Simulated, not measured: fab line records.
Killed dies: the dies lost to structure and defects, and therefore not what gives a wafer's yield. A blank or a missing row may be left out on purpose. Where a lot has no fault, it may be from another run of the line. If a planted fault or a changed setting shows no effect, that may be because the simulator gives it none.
Which tool did it? | flow sky130 | 36 wafers from 12 lots sampled at 5 of the route's 708 steps

WHAT THE GAUGES READ, wafer by wafer
SKY_VIA2_CD_MEAS_12: target cd 200 nm.
lot  | measured     | on       | cdNm (nm)
L571 | day 36 22:29 | cdSem-01 | 197.6 197.8 199.2
L573 | day 37 07:55 | cdSem-01 | 200.7 199.2 200.3
L574 | day 37 20:07 | cdSem-02 | 201.8 201.9 200.7
L576 | day 38 07:35 | cdSem-02 | 199.9 200.2 200.1
L577 | day 38 15:55 | cdSem-01 | 200.4 198.8 199.3
L578 | day 38 20:36 | cdSem-01 | 199.4 200.3 199.4
L580 | day 39 12:58 | cdSem-02 | 199.2 199.2 199.6
L581 | day 40 05:14 | cdSem-02 | 199.8 204.2 204.0
L582 | day 40 04:53 | cdSem-02 | 202.1 200.3 201.2
L583 | day 40 10:29 | cdSem-01 | 201.4 200.0 200.9
L585 | day 40 23:40 | cdSem-01 | 199.5 200.4 199.3
L592 | day 42 16:14 | cdSem-02 | 200.2 198.6 199.3

SKY_VIA2_OVL_MEAS_13.
lot  | measured     | on         | VIA2_OVL (nm)
L571 | day 36 22:35 | overlay-02 | 7 1 6
L573 | day 37 08:02 | overlay-02 | -5 -11 -11
L574 | day 37 20:14 | overlay-02 | 1 2 2
L576 | day 38 07:40 | overlay-01 | -14 -11 -10
L577 | day 38 16:01 | overlay-02 | 2 1 -6
L578 | day 38 20:43 | overlay-01 | -6 -2 -7
L580 | day 39 13:05 | overlay-01 | -2 -3 1
L581 | day 40 05:21 | overlay-01 | -3 6 1
L582 | day 40 05:00 | overlay-01 | -3 0 1
L583 | day 40 10:35 | overlay-02 | -2 -11 -8
L585 | day 40 23:46 | overlay-02 | -3 -1 -1
L592 | day 42 16:20 | overlay-02 | -4 -6 -5

WHICH TOOL RAN EACH LOT (tool, then ch and the chambers of the sampled wafers, then the start)
lot  | SKY_CONTACT_ETCH_17               | SKY_VIA1_CMP_02               | SKY_VIA2_DEVELOP_11
L571 | rieDiel-02 ch 0,1,3, day 32 04:45 | cmp-01 ch 0,1, day 33 10:52   | lithoTrack-04 ch 0, day 36 22:00
L573 | rieDiel-03 ch 0,1,2, day 32 15:48 | cmp-02 ch 1,2, day 33 22:05   | lithoTrack-01 ch 0, day 37 07:00
L574 | rieDiel-02 ch 0,2,3, day 33 04:31 | cmp-02 ch 0,1,3, day 34 10:06 | lithoTrack-01 ch 0, day 37 19:00
L576 | rieDiel-03 ch 2,3, day 33 15:36   | cmp-02 ch 2,3, day 34 20:54   | lithoTrack-02 ch 0, day 38 07:00
L577 | rieDiel-03 ch 0,2,3, day 34 00:07 | cmp-02 ch 1,2,3, day 35 05:35 | lithoTrack-04 ch 0, day 38 15:00
L578 | rieDiel-03 ch 0,2,3, day 34 05:03 | cmp-01 ch 0,2,3, day 35 10:26 | lithoTrack-04 ch 0, day 38 20:00
L580 | rieDiel-02 ch 0,2,3, day 34 23:48 | cmp-02 ch 0,1,2, day 36 04:57 | lithoTrack-01 ch 0, day 39 12:00
L581 | rieDiel-02 ch 0,2,3, day 35 15:43 | cmp-01 ch 0,1,3, day 36 20:31 | lithoTrack-01 ch 0, day 40 05:00
L582 | rieDiel-03 ch 0,3, day 35 16:22   | cmp-02 ch 1,3, day 36 20:48   | lithoTrack-01 ch 0, day 40 04:00
L583 | rieDiel-03 ch 1,2,3, day 35 23:15 | cmp-02 ch 0,1, day 37 03:59   | lithoTrack-02 ch 0, day 40 10:00
L585 | rieDiel-02 ch 0,2,3, day 36 12:31 | cmp-01 ch 0,2, day 37 17:40   | lithoTrack-04 ch 0, day 40 23:00
L592 | rieDiel-01 ch 0,1,2, day 38 09:37 | cmp-02 ch 0,2,3, day 39 13:26 | lithoTrack-02 ch 0, day 42 16:00
- SKY_CONTACT_ETCH_17: etches SiO2 in C4F8/O2/Ar, stops on Si3N4, target depth 340 nm.
- SKY_VIA1_CMP_02: polishes SiO2.
- SKY_VIA2_DEVELOP_11: develop time 60 s.

AS READ BY THE TOOLS THEMSELVES (means over the sampled wafers that have a number; for cases with no such wafer, the mark the record gives instead)
SKY_CONTACT_ETCH_17.
lot  | tool       | biasW (W) | oesProductAu (a.u.)
L571 | rieDiel-02 | 1200      | 0.893
L573 | rieDiel-03 | 1204      | 0.889
L574 | rieDiel-02 | 1201      | 0.890
L576 | rieDiel-03 | 1202      | 0.886
L577 | rieDiel-03 | 1196      | 0.894
L578 | rieDiel-03 | 1200      | 0.893
L580 | rieDiel-02 | 1202      | 0.892
L581 | rieDiel-02 | 1198      | 0.889
L582 | rieDiel-03 | 1198      | 0.890
L583 | rieDiel-03 | 1199      | 0.893
L585 | rieDiel-02 | 1199      | 0.891
L592 | rieDiel-01 | 1202      | 0.886

SKY_VIA1_CMP_02.
lot  | tool   | motorCurrentA (A)
L571 | cmp-01 | 11.8
L573 | cmp-02 | 14.0
L574 | cmp-02 | 13.2
L576 | cmp-02 | 11.8
L577 | cmp-02 | 13.1
L578 | cmp-01 | 11.9
L580 | cmp-02 | 13.5
L581 | cmp-01 | 12.3
L582 | cmp-02 | 13.8
L583 | cmp-02 | 14.9
L585 | cmp-01 | 10.9
L592 | cmp-02 | 12.5

THE ANSWER, worked out from the rows above alone
Rule: the usual values come from the lots themselves. The widest of any qualifying gaps counts: lots, ordered by their means at a reading, are off when they make up no more than a third of the lots, leave a main group of 4 or more, and stand apart from it by 3 or more times the standard deviation of that group's means. If all means in a main group match to the digits the tables above print for the reading, that group is not used. A lot without any number at a reading at which 4 lots or more have one is off too. All remaining lots with rows at the step are treated as sound. First the gauges in route order, then the tools' own readings, where a lot's mean is used as printed above. The first step at which some lot is off is used, and at that step the reading that is off furthest; a lot without a number counts as furthest.
Nothing can be told from this: no lot is off at any reading shown.

WHAT WAS PUT IN BY THE SIMULATOR
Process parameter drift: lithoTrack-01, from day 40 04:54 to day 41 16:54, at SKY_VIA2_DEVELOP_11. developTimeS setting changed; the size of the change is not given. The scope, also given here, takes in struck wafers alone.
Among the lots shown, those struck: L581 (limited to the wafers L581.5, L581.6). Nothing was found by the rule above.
